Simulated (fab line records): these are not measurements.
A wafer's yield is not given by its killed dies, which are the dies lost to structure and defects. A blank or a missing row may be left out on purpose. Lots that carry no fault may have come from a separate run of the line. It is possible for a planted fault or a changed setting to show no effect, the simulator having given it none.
Matching of chambers / flow gf180mcu / cmp-02 running GF_V1_CMP_04: 4 sister chambers
The step polishes SiO2. 16 wafers are shown with their chamber, then 8 later ones without.

== WAFERS, EACH WITH ITS CHAMBER ==
wafer=L179.3; chamber=2; motor_current_A (A)=15.1; time_to_endpoint_s (s)=77; platen_rpm (rpm)=60.02
wafer=L179.4; chamber=3; motor_current_A (A)=12.4; time_to_endpoint_s (s)=78; platen_rpm (rpm)=59.98
wafer=L179.5; chamber=3; motor_current_A (A)=12.0; time_to_endpoint_s (s)=83; platen_rpm (rpm)=59.96
wafer=L180.1; chamber=2; motor_current_A (A)=14.4; time_to_endpoint_s (s)=72; platen_rpm (rpm)=60.07
wafer=L180.5; chamber=3; motor_current_A (A)=12.4; time_to_endpoint_s (s)=79; platen_rpm (rpm)=59.95
wafer=L180.6; chamber=0; motor_current_A (A)=12.6; time_to_endpoint_s (s)=70; platen_rpm (rpm)=60.03
wafer=L181.4; chamber=1; motor_current_A (A)=10.8; time_to_endpoint_s (s)=83; platen_rpm (rpm)=60.02
wafer=L181.5; chamber=1; motor_current_A (A)=10.5; time_to_endpoint_s (s)=82; platen_rpm (rpm)=60.05
wafer=L181.6; chamber=0; motor_current_A (A)=12.3; time_to_endpoint_s (s)=77; platen_rpm (rpm)=60.01
wafer=L183.3; chamber=1; motor_current_A (A)=10.5; time_to_endpoint_s (s)=78; platen_rpm (rpm)=59.94
wafer=L183.4; chamber=3; motor_current_A (A)=11.6; time_to_endpoint_s (s)=86; platen_rpm (rpm)=60.02
wafer=L183.5; chamber=1; motor_current_A (A)=11.1; time_to_endpoint_s (s)=85; platen_rpm (rpm)=60.01
wafer=L184.2; chamber=0; motor_current_A (A)=13.3; time_to_endpoint_s (s)=76; platen_rpm (rpm)=59.95
wafer=L184.3; chamber=2; motor_current_A (A)=14.4; time_to_endpoint_s (s)=69; platen_rpm (rpm)=59.91
wafer=L184.4; chamber=1; motor_current_A (A)=10.7; time_to_endpoint_s (s)=77; platen_rpm (rpm)=59.88
wafer=L193.4; chamber=0; motor_current_A (A)=13.5; time_to_endpoint_s (s)=82; platen_rpm (rpm)=60.01

SIGNATURES (means of the wafers above)
reading=motor_current_A; chamber 0=12.925; chamber 1=10.720; chamber 2=14.633; chamber 3=12.100; scatter within a chamber=0.406
reading=time_to_endpoint_s; chamber 0=76.25; chamber 1=81.00; chamber 2=72.67; chamber 3=81.50; scatter within a chamber=4
reading=platen_rpm; chamber 0=60.0000; chamber 1=59.9800; chamber 2=60.0000; chamber 3=59.9775; scatter within a chamber=0.0569
Rule: distance of a wafer from a chamber = root of the sum over the readings of ((wafer's reading minus chamber's mean) / reading's scatter) squared. The wafer belongs to the nearest chamber; if the next one is less than 2 further off, it can't be placed. The scatter is the square root of a quotient: the sum, over the shown wafers, of each reading's squared deviation from its chamber's mean, divided by wafers minus chambers.

== WAFERS MISSING THEIR CHAMBER ==
wafer=L193.5; motor_current_A (A)=13.3; time_to_endpoint_s (s)=78; platen_rpm (rpm)=59.98
wafer=L193.6; motor_current_A (A)=12.7; time_to_endpoint_s (s)=88; platen_rpm (rpm)=59.98
wafer=L195.1; motor_current_A (A)=13.0; time_to_endpoint_s (s)=74; platen_rpm (rpm)=60.06
wafer=L195.2; motor_current_A (A)=10.2; time_to_endpoint_s (s)=70; platen_rpm (rpm)=60.04
wafer=L195.4; motor_current_A (A)=12.6; time_to_endpoint_s (s)=80; platen_rpm (rpm)=59.96
wafer=L197.1; motor_current_A (A)=14.0; time_to_endpoint_s (s)=65; platen_rpm (rpm)=59.98
wafer=L197.2; motor_current_A (A)=11.1; time_to_endpoint_s (s)=66; platen_rpm (rpm)=60.00
wafer=L197.3; motor_current_A (A)=11.9; time_to_endpoint_s (s)=60; platen_rpm (rpm)=60.04

== WHICH CHAMBER EACH ONE RAN IN ==
wafer=L193.5; from the rows above=can't be placed: 0 or 3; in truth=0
wafer=L193.6; from the rows above=can't be placed: 3 or 0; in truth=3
wafer=L195.1; from the rows above=0; in truth=0
wafer=L195.2; from the rows above=1; in truth=1
wafer=L195.4; from the rows above=can't be placed: 3 or 0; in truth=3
wafer=L197.1; from the rows above=can't be placed: 2 or 0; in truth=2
wafer=L197.2; from the rows above=can't be placed: 1 or 3 or 0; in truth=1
wafer=L197.3; from the rows above=can't be placed: 0 or 3 or 1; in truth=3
Placed correctly: 2 of 8. These rows do not allow placing 6 (true chamber among the candidates in 6). Wrongly placed: 0.
